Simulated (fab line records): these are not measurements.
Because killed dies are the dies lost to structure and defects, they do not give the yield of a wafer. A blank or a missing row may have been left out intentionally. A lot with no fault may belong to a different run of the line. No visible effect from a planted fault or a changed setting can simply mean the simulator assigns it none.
Comparing a struck lot with a sound one -- flow gf180mcu -- 15 steps out of a route of 602
Sound: these wafers, L906.4, L906.5, L906.6. Struck: wafer L896.1 (left out: L896.4, a lot-mate that was not struck); the cause follows at the end.
For every step that has rows: the tool of each side, followed by ch and its chambers, followed by its first start. Under that, the readings that differ: sound wafers -- struck wafers -- difference of the means -- sigmas: that difference in standard deviations of wafers without a fault.
alike: words and numbers the same on both sides, and readings whose means are apart by under 2 such deviations; not compared: readings that were withheld, readings missing a value for some wafer, numbers with overlapping values and no deviation given by the record, and bounds like >300 which may hide the same value.
Wherever a step has rows on one side only, a row that says differs or no value, or a row with sigmas, the two part there. Non-overlapping numbers with no deviation appear without sigmas and do not part them. A reading missing from all wafers of one side parts the sides only when that side holds two or more wafers.

GF_CONTACT_ETCH_16: etches BARC in N2/H2.
  sound on rieDiel-04 ch 1,2,3, day 24 04:42; struck on rieDiel-03 ch 2, day 20 18:25
  alike: drypumpMotorCurrentA, oesProductAu, throttleValvePct
then, 1 step without rows for these wafers: GF_CONTACT_ETCH_17 (etches SiO2 in C4F8/O2/Ar, stops on CoSi2, target depth 860 nm).
GF_CONTACT_STRIP_18: strips in O2/N2.
  sound on plasmaAsher-01 ch 0,1, day 24 04:54; struck on plasmaAsher-03 ch 0, day 20 18:35
reading,sound,struck,difference,sigmas
rfHoursCounterH (h),- - -,37,no value on the sound wafers,
  alike: drypumpMotorCurrentA, heaterPowerW, oesProductAu
then, 4 steps without rows for these wafers: GF_CONTACT_CLEAN_19 (cleans in SPM); GF_CONTACT_CLEAN_20 (cleans in DIW); GF_CONTACT_CLEAN_21 (cleans in dHF, time 20 s); GF_CONTACT_SPUTTER_22 (material Ti, target thk 15 nm, time 80.02 s).
GF_CONTACT_SPUTTER_23: material TiN, target thk 10 nm, time 40 s.
  sound: pvdSputter-03 at day 24 05:15; struck: pvdSputter-03 at day 20 18:56
  alike: chamberPressurePa, throttleValvePct
GF_CONTACT_CVD_24: deposits W, target thk 300 nm, time 90.339 s.
  sound on cvdW-02 ch 0,1, day 24 05:18; struck on cvdW-02 ch 0, day 20 18:59
  alike: heaterPowerW
GF_CONTACT_RS_MEAS_25: measurement is done with a four-point probe.
  sound: filmMetro-01 at day 24 05:26; struck: filmMetro-01 at day 20 19:05
  alike: CONTACT_W_RS
GF_CONTACT_THK_MEAS_26: measures by xrf.
  sound: filmMetro-01 at day 24 05:31; struck: filmMetro-01 at day 20 19:12
  alike: CONTACT_W_THK
then, 1 step without rows for these wafers: GF_CONTACT_CMP_27 (polishes, stops on SiO2, t overpolish 15 s, target thk 0 nm).
GF_M1_SPUTTER_00: material Ti, target thk 37.5 nm, time 150 s.
  sound: pvdSputter-01 at day 24 05:51; struck: pvdSputter-01 at day 20 19:34
reading,sound,struck,difference,sigmas
model.Ti_of_M1_SPUTTER_00.thkNm (nm),38.08 37.42 37.6,71.28,+33.58,
  alike: chamberPressurePa, throttleValvePct
GF_M1_SPUTTER_01: material TiN, target thk 30 nm, time 25 s.
  sound: pvdSputter-01 at day 24 05:57; struck: pvdSputter-01 at day 20 19:40
  alike: chamberPressurePa, throttleValvePct
following that, these wafers have no rows for 1 step: GF_PASSIVATION_PROBE_99.

WHERE THEY PART
GF_CONTACT_STRIP_18 only, going by this record. Later steps at which nothing parts them and some readings are alike: GF_CONTACT_SPUTTER_23, GF_CONTACT_CVD_24, GF_CONTACT_RS_MEAS_25, GF_CONTACT_THK_MEAS_26, GF_M1_SPUTTER_00, GF_M1_SPUTTER_01.

WHY: whatever the simulator had introduced
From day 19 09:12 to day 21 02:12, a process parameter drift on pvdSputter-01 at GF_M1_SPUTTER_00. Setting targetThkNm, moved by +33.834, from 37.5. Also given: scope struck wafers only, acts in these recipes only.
